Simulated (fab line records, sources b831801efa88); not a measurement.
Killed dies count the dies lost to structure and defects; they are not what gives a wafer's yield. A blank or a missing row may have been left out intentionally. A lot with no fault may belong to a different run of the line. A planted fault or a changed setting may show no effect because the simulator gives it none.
Which tool is to blame? :: flow sky130 :: 11 lots, 33 wafers sampled, at 3 steps of a route of 708

## WHAT THE GAUGES READ, wafer by wafer
SKY_LDD_HVN_OVL_MEAS_07. Usual: LDD_HVN_OVL -0.7 nm, standard deviation 1.5.
lot: L694
measured: day 21 03:58
on: overlay-02
LDD_HVN_OVL (nm): 0.2 1.4 1.6
flag: 

lot: L697
measured: day 22 05:35
on: overlay-02
LDD_HVN_OVL (nm): -1.5 -0.4 -1.2
flag: 

lot: L698
measured: day 22 22:43
on: overlay-02
LDD_HVN_OVL (nm): -3.9 -3.1 -1.7
flag: 

lot: L701
measured: day 23 12:13
on: overlay-01
LDD_HVN_OVL (nm): -1.3 -0.9 -1.9
flag: 

lot: L703
measured: day 24 11:22
on: overlay-01
LDD_HVN_OVL (nm): 0.7 -1.2 -0.2
flag: 

lot: L704
measured: day 24 11:31
on: overlay-01
LDD_HVN_OVL (nm): -0.6 -1.0 -1.9
flag: 

lot: L706
measured: day 24 23:30
on: overlay-01
LDD_HVN_OVL (nm): 1.0 0.1 0.8
flag: 

lot: L708
measured: day 26 01:16
on: overlay-01
LDD_HVN_OVL (nm): -1.2 0.7 -0.3
flag: 

lot: L710
measured: day 26 07:22
on: overlay-01
LDD_HVN_OVL (nm): 0.8 1.5 2.5
flag: 

lot: L713
measured: day 27 09:49
on: overlay-01
LDD_HVN_OVL (nm): 1.4 0.7 -1.1
flag: 

lot: L715
measured: day 28 01:25
on: overlay-01
LDD_HVN_OVL (nm): -2.8 -1.5 -1.6
flag: 

SKY_SD_N_OVL_MEAS_08. Usual: SD_N_OVL 0.6 nm, standard deviation 1.4.
lot: L694
measured: day 28 16:11
on: overlay-01
SD_N_OVL (nm): 0.9 0.1 0.3
flag: 

lot: L697
measured: day 29 16:17
on: overlay-02
SD_N_OVL (nm): 2.9 2.0 1.7
flag: 

lot: L698
measured: day 30 09:08
on: overlay-02
SD_N_OVL (nm): 2.1 2.2 1.4
flag: 

lot: L701
measured: day 30 18:56
on: overlay-01
SD_N_OVL (nm): 2.1 0.8 2.6
flag: 

lot: L703
measured: day 31 18:44
on: overlay-02
SD_N_OVL (nm): -1.0 -0.3 -1.9
flag: 

lot: L704
measured: day 31 18:59
on: overlay-02
SD_N_OVL (nm): 1.0 2.5 0.3
flag: 

lot: L706
measured: day 32 04:23
on: overlay-02
SD_N_OVL (nm): 2.5 1.9 1.8
flag: 

lot: L708
measured: day 33 04:41
on: overlay-02
SD_N_OVL (nm): 0.3 -0.1 0.5
flag: 

lot: L710
measured: day 33 09:11
on: overlay-01
SD_N_OVL (nm): 2.8 1.2 0.5
flag: 

lot: L713
measured: day 34 09:55
on: overlay-01
SD_N_OVL (nm): 0.9 2.3 2.0
flag: 

lot: L715
measured: day 35 00:17
on: overlay-02
SD_N_OVL (nm): -2.0 -1.1 -0.8
flag: 

## EACH LOT AND THE TOOL THAT RAN IT (in order: tool; ch and the chambers of the sampled wafers; start)
lot: L694
SKY_RES_PROTECT_STRIP_07: plasmaAsher-01 ch 0,1, day 15 16:07

lot: L697
SKY_RES_PROTECT_STRIP_07: plasmaAsher-04 ch 0,1, day 16 19:37

lot: L698
SKY_RES_PROTECT_STRIP_07: plasmaAsher-04 ch 0,1, day 17 12:52

lot: L701
SKY_RES_PROTECT_STRIP_07: plasmaAsher-04 ch 1, day 18 03:47

lot: L703
SKY_RES_PROTECT_STRIP_07: plasmaAsher-03 ch 0,1, day 19 02:02

lot: L704
SKY_RES_PROTECT_STRIP_07: plasmaAsher-01 ch 0,1, day 19 02:20

lot: L706
SKY_RES_PROTECT_STRIP_07: plasmaAsher-03 ch 0,1, day 19 16:09

lot: L708
SKY_RES_PROTECT_STRIP_07: plasmaAsher-01 ch 0,1, day 20 18:55

lot: L710
SKY_RES_PROTECT_STRIP_07: plasmaAsher-03 ch 0,1, day 21 02:28

lot: L713
SKY_RES_PROTECT_STRIP_07: plasmaAsher-04 ch 0,1, day 22 07:26

lot: L715
SKY_RES_PROTECT_STRIP_07: plasmaAsher-03 ch 0,1, day 22 22:49
- SKY_RES_PROTECT_STRIP_07: strips in O2/N2.

## WHAT THE TOOLS THEMSELVES READ (means of the sampled wafers that have a number; where no wafer has one, the mark that the record gives instead)
SKY_RES_PROTECT_STRIP_07. Usual: drypumpMotorCurrentA 5.5 A, standard deviation 0.46; oesProductAu 0.518 a.u., standard deviation 0.0043; stripTimeToEndpointS 23.28 s, standard deviation 0.05.
lot: L694
tool: plasmaAsher-01
drypumpMotorCurrentA (A): 5.5
oesProductAu (a.u.): 0.516
stripTimeToEndpointS (s): 23.27
flag: 

lot: L697
tool: plasmaAsher-04
drypumpMotorCurrentA (A): 5.3
oesProductAu (a.u.): 0.520
stripTimeToEndpointS (s): 23.35
flag: 

lot: L698
tool: plasmaAsher-04
drypumpMotorCurrentA (A): 5.6
oesProductAu (a.u.): 0.519
stripTimeToEndpointS (s): 23.20
flag: 

lot: L701
tool: plasmaAsher-04
drypumpMotorCurrentA (A): 5.9
oesProductAu (a.u.): 0.520
stripTimeToEndpointS (s): 23.30
flag: 

lot: L703
tool: plasmaAsher-03
drypumpMotorCurrentA (A): 6.0
oesProductAu (a.u.): 0.515
stripTimeToEndpointS (s): 23.28
flag: 

lot: L704
tool: plasmaAsher-01
drypumpMotorCurrentA (A): 5.5
oesProductAu (a.u.): 0.519
stripTimeToEndpointS (s): 23.25
flag: 

lot: L706
tool: plasmaAsher-03
drypumpMotorCurrentA (A): 5.8
oesProductAu (a.u.): 0.520
stripTimeToEndpointS (s): 23.23
flag: 

lot: L708
tool: plasmaAsher-01
drypumpMotorCurrentA (A): 5.5
oesProductAu (a.u.): 0.517
stripTimeToEndpointS (s): 23.29
flag: 

lot: L710
tool: plasmaAsher-03
drypumpMotorCurrentA (A): 6.0
oesProductAu (a.u.): 0.517
stripTimeToEndpointS (s): 23.38
flag: 

lot: L713
tool: plasmaAsher-04
drypumpMotorCurrentA (A): 5.6
oesProductAu (a.u.): 0.519
stripTimeToEndpointS (s): 23.36
flag: 

lot: L715
tool: plasmaAsher-03
drypumpMotorCurrentA (A): 6.0
oesProductAu (a.u.): 0.517
stripTimeToEndpointS (s): 23.31
flag: 

## THE ANSWER, worked out from the rows above alone
Rule: a lot is off if the mean of its wafers that have a number lies more than 3 standard deviations from the usual mean. A lot without any number at a reading at which 4 lots or more have one is off too. Any other lot the step has rows for is counted as sound. After the gauges, taken in route order, come the tools' own readings; for these a lot's mean is taken, as printed above. At the first step where some lot is off, the reading lying furthest off is the one used; lots without a number count as furthest.
Across all readings shown, no lot is off: no conclusion can be drawn from this.

## WHAT THE SIMULATOR HAD INSERTED
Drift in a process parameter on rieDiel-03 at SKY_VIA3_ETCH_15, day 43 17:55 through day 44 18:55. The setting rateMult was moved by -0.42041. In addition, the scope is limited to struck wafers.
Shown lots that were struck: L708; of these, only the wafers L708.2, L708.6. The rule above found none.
